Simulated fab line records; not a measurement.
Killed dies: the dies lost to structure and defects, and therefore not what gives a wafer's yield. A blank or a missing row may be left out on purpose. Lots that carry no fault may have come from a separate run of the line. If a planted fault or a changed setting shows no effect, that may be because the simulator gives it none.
Which tool was responsible? || flow sky130 || Sampling: 6 lots, 18 wafers, 2 of 708 route steps

== WHAT THE GAUGES READ, wafer by wafer ==
SKY_SD_P_CD_MEAS_07: target cd 380 nm.
{"lot": "L728", "measured": "day 26 05:31", "on": "cd-sem-01", "cd-nm (nm)": "374.8 376.1 375.8"}
{"lot": "L730", "measured": "day 27 09:47", "on": "cd-sem-02", "cd-nm (nm)": "383.1 384.4 379.2"}
{"lot": "L736", "measured": "day 29 07:32", "on": "cd-sem-02", "cd-nm (nm)": "365.8 369.4 366.9"}
{"lot": "L742", "measured": "day 31 16:15", "on": "cd-sem-01", "cd-nm (nm)": "381.0 378.5 382.7"}
{"lot": "L746", "measured": "day 32 08:26", "on": "cd-sem-02", "cd-nm (nm)": "379.4 377.6 379.3"}
{"lot": "L748", "measured": "day 33 05:05", "on": "cd-sem-01", "cd-nm (nm)": "382.9 382.8 380.6"}

== EACH LOT AND THE TOOL THAT RAN IT (in order: tool; ch and the chambers of the sampled wafers; start) ==
{"lot": "L728", "SKY_SD_P_DEVELOP_06": "litho-track-04 ch 0, day 26 05:22"}
{"lot": "L730", "SKY_SD_P_DEVELOP_06": "litho-track-04 ch 0, day 27 09:38"}
{"lot": "L736", "SKY_SD_P_DEVELOP_06": "litho-track-04 ch 0, day 29 07:23"}
{"lot": "L742", "SKY_SD_P_DEVELOP_06": "litho-track-01 ch 0, day 31 16:06"}
{"lot": "L746", "SKY_SD_P_DEVELOP_06": "litho-track-01 ch 0, day 32 08:17"}
{"lot": "L748", "SKY_SD_P_DEVELOP_06": "litho-track-01 ch 0, day 33 04:56"}
- SKY_SD_P_DEVELOP_06: develop time 60 s.

== THE ANSWER, worked out from the rows above alone ==
Rule: what is usual is taken from the lots themselves. The widest of any qualifying gaps counts: lots, ordered by their means at a reading, are off when they make up no more than a third of the lots, leave a main group of 4 or more, and stand apart from it by 3 or more times the standard deviation of that group's means. The tables above print the reading to a certain number of digits; a main group whose means all agree to those digits is not used. A lot without any number at a reading at which 4 lots or more have one is off too. The other lots that the step has rows for count as sound.
Off: L736, at SKY_SD_P_CD_MEAS_07 (cd-nm). Main group: mean 379.9 nm, sd 2.5.
A tool fits if, at a process step before that reading, it ran every lot that is off, and no sound lot after the first of them. Those tools and the gauges at SKY_SD_P_CD_MEAS_07 are tried in the same way. One candidate fits, namely litho-track-04 at SKY_SD_P_DEVELOP_06. A fault onset in the window from L730 (day 27 09:38, its last sound lot) to L736 (day 29 07:23, its first lot off) fits.

== WHAT THE SIMULATOR PUT IN ==
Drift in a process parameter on litho-track-04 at SKY_SD_P_DEVELOP_06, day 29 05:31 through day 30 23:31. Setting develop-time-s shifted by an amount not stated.
Lots struck among those shown: L736. This agrees with what the rule above found.
